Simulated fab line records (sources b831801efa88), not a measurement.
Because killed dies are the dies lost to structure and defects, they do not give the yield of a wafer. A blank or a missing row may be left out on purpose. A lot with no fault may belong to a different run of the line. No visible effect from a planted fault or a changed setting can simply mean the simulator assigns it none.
Matching of chambers || flow sky130 || SKY_VIA4_CMP_02 on cmp-02 has 4 sister chambers
The step polishes SiO2. 8 wafers are shown with their chamber, then 9 later ones without.

== WAFERS, EACH WITH ITS CHAMBER ==
{"wafer": "L085.1", "chamber": 0, "motor_current_A (A)": 9.0}
{"wafer": "L085.6", "chamber": 1, "motor_current_A (A)": 11.8}
{"wafer": "L086.1", "chamber": 3, "motor_current_A (A)": 11.8}
{"wafer": "L086.4", "chamber": 2, "motor_current_A (A)": 14.0}
{"wafer": "L086.5", "chamber": 1, "motor_current_A (A)": 11.2}
{"wafer": "L087.2", "chamber": 2, "motor_current_A (A)": 14.1}
{"wafer": "L087.3", "chamber": 0, "motor_current_A (A)": 9.1}
{"wafer": "L087.6", "chamber": 3, "motor_current_A (A)": 11.4}

== WAFERS MISSING THEIR CHAMBER ==
{"wafer": "L088.3", "motor_current_A (A)": 9.3}
{"wafer": "L088.5", "motor_current_A (A)": 9.0}
{"wafer": "L088.6", "motor_current_A (A)": 11.7}
{"wafer": "L092.2", "motor_current_A (A)": 13.8}
{"wafer": "L092.4", "motor_current_A (A)": 8.9}
{"wafer": "L092.6", "motor_current_A (A)": 13.3}
{"wafer": "L093.1", "motor_current_A (A)": 11.2}
{"wafer": "L093.2", "motor_current_A (A)": 13.3}
{"wafer": "L093.6", "motor_current_A (A)": 13.7}

== WHICH CHAMBER EACH WENT THROUGH ==
{"wafer": "L088.3", "from the rows above": 0, "in truth": 0}
{"wafer": "L088.5", "from the rows above": 0, "in truth": 0}
{"wafer": "L088.6", "from the rows above": "can't be placed: 3 or 1", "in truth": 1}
{"wafer": "L092.2", "from the rows above": 2, "in truth": 2}
{"wafer": "L092.4", "from the rows above": 0, "in truth": 0}
{"wafer": "L092.6", "from the rows above": 2, "in truth": 2}
{"wafer": "L093.1", "from the rows above": "can't be placed: 1 or 3", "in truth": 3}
{"wafer": "L093.2", "from the rows above": 2, "in truth": 2}
{"wafer": "L093.6", "from the rows above": 2, "in truth": 2}
Placed correctly: 7 of 9. These rows do not allow placing 2 (true chamber among the candidates in 2). Number placed wrongly: 0.
How it was worked out, from the rows above alone: a wafer's distance from a chamber is the root of the sum, over the readings, of the square of ((its reading less the chamber's mean) divided by the reading's scatter). The wafer belongs to the nearest chamber; if the next one is less than 2 further off, it can't be placed. The mean given for a chamber averages the wafers shown for that chamber. The scatter: take each reading less its chamber's mean, square it, sum over the shown wafers, divide by the number of wafers less the number of chambers, and take the root.
